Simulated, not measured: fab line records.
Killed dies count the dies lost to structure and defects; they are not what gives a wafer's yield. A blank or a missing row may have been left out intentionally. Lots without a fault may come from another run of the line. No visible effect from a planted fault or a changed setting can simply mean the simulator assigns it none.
Problem report in the 8D (eight disciplines) form, filled by code | flow sky130 | the parts of the form that need people (team, actions taken, sign-off) are left out

1. WHAT WENT WRONG
Mean of prime temp c at SKY_VIA1_HMDS_05: 116.18 C across 6 wafers in 2 lots; on wafers with no fault it is 120.01 C (standard deviation 0.13). Relative to the usual mean, that is a shift of -29 standard deviations.
The step: prime time 60 s.
First seen on wafer L336.1, day 36 23:14, on litho track-04. The record has a number at this step for 36 wafers belonging to 12 lots. Rule for "out", or "out of limits": more than 4 standard deviations from the usual mean. The other wafers with a number count as sound.

2. WHAT IT IS; WHAT IT IS NOT
question                    | is                     | is not
which readings at this step | prime temp c           | -
which lots                  | L336, L339             | L323, L324, L325, L326, L327, L330, L337, L341, L344, L345
which wafers of those lots  | all that have a number | -
read on which tools         | litho track-04         | litho track-02, litho track-03
when                        | from day 36 23:14      | up to then (18 sound wafers); but 12 sound wafers of L337, L341, L344, L345 came after

3. WHAT RULES OUT EACH SUSPECT
Counting: any tool at a process step up to the reading is kept as a suspect provided that every lot that is out went through it and no sound lot did after the first of them.
- pvd sputter-01 at SKY_METAL1_SPUTTER_01 (material TiN, target thk 20 nm, time 16.7 s): ruled out as a lasting fault. Following L336 (day 35 08:47), the first lot on it that is out, the sound lots L345 were run on it.
- litho track-04 at SKY_VIA1_HMDS_05 (prime time 60 s): kept. Every lot that is out went through it, starting with L336 (day 36 23:14), and after that it ran no sound lot; the last sound lot it ran before then is L327 (day 34 10:41). Its own prime temp c readings are out on those wafers.
The count leaves litho track-04 at SKY_VIA1_HMDS_05.

4. THE CAUSE (what the simulator had put in)
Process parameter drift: litho track-04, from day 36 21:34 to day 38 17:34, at SKY_VIA1_HMDS_05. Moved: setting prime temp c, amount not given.
Only this tool survived the counting.

5. SEQUENCE OF EFFECTS, ordered by route
Each row: a reading where the mean over the struck wafers with a number is more than 3 standard deviations away from the usual. Scope: only readings with a usual standard deviation given in the record; hours: median across lots of the time from each lot's start at the first step in this table that gives one to its start at this step; sigmas: change in usual standard deviations.
hours | step             | reading      | usual    | on struck wafers | change | sigmas
0     | SKY_VIA1_HMDS_05 | prime temp c | 120.01 C | 116.18           | -3.83  | -29
Here are the process steps it includes:
- SKY_VIA1_HMDS_05: prime time 60 s.

6. HOW IT WOULD HAVE BEEN CAUGHT EARLIER
First out-of-limits reading in this record: day 36 23:14, which is 2 hours after fault onset at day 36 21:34.
